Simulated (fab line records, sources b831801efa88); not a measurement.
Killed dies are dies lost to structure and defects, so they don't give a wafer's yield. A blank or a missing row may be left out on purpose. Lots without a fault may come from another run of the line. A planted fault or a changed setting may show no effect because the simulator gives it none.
One fault seen from 2 desks | flow gf180mcu | each desk has only its own numbers; what lay behind them comes last

THE TOOL OWNER'S DESK: iline_stepper-01
The tool's own readings at GF_HV_LDD_EXPOSE_16 (exposes mask Pplus LV AREA, target cd 400 nm): means of the sampled wafers that have a number, for each lot that ran on this tool. A lot is out of limits, marked OUT, if its mean lies more than 4 standard deviations from the usual mean; the brackets give that distance.
Columns: A = exposure_dose_mJ_cm2 at GF_HV_LDD_EXPOSE_16, usual 140.00; B = focus_offset_nm at GF_HV_LDD_EXPOSE_16, usual -0.1 nm
lot  | first seen here | A      | B
L978 | day 10 11:16    | 140.10 | -0.4
L991 | day 14 16:38    | 140.06 | 0.4
L992 | day 15 01:23    | 139.95 | -0.7
L998 | day 16 19:43    | 140.07 | 0.9
L999 | day 17 05:41    | 139.99 | 0.4
L100 | day 17 10:23    | 140.08 | -0.0
This desk's finding: nothing out of limits on any of the 6 lots.

THE METROLOGY DESK
What the gauges read, lot by lot, whatever tool the lot ran on: means of the sampled wafers that have a number. A lot is out of limits, marked OUT, if its mean lies more than 4 standard deviations from the usual mean; the brackets give that distance.
Columns: A = DUAL_GATE_OXIDATION_00_THK at GF_DUAL_GATE_THK_MEAS_03, usual 10.72 nm; B = DUAL_GATE_OVL at GF_DUAL_GATE_OVL_MEAS_11, usual -1.1 nm; C = POLY_GATE_OVL at GF_POLY_GATE_OVL_MEAS_11, usual -1 nm
lot  | first seen here | A     | B    | C
L978 | day 7 16:15     | 10.92 | 0.8  | 0
L981 | day 8 14:17     | 11.15 | -0.9 | 6
L982 | day 8 22:17     | 10.67 | -1.7 | -1
L983 | day 9 05:59     | 10.81 | -1.0 | 0
L985 | day 10 00:40    | 10.42 | 1.2  | 4
L986 | day 10 05:34    | 10.67 | 1.2  | -5
L991 | day 11 11:56    | 10.43 | -0.9 | 6
L992 | day 11 20:52    | 10.81 | -0.7 | 1
L993 | day 12 01:46    | 10.55 | -2.2 | -10
L995 | day 12 13:58    | 10.72 | -0.2 | -1
L997 | day 13 03:02    | 10.86 | -0.7 | -7
L998 | day 13 09:58    | 10.60 | -2.7 | 2
L999 | day 13 16:53    | 10.76 | -0.6 | 1
L100 | day 14 00:24    | 10.71 | -0.6 | -4
This desk's finding: nothing out of limits on any of the 14 lots.

PUT TOGETHER
The tool owner's desk saw nothing out of limits.
The metrology desk saw nothing out of limits.

WHAT THE SIMULATOR HAD PUT IN
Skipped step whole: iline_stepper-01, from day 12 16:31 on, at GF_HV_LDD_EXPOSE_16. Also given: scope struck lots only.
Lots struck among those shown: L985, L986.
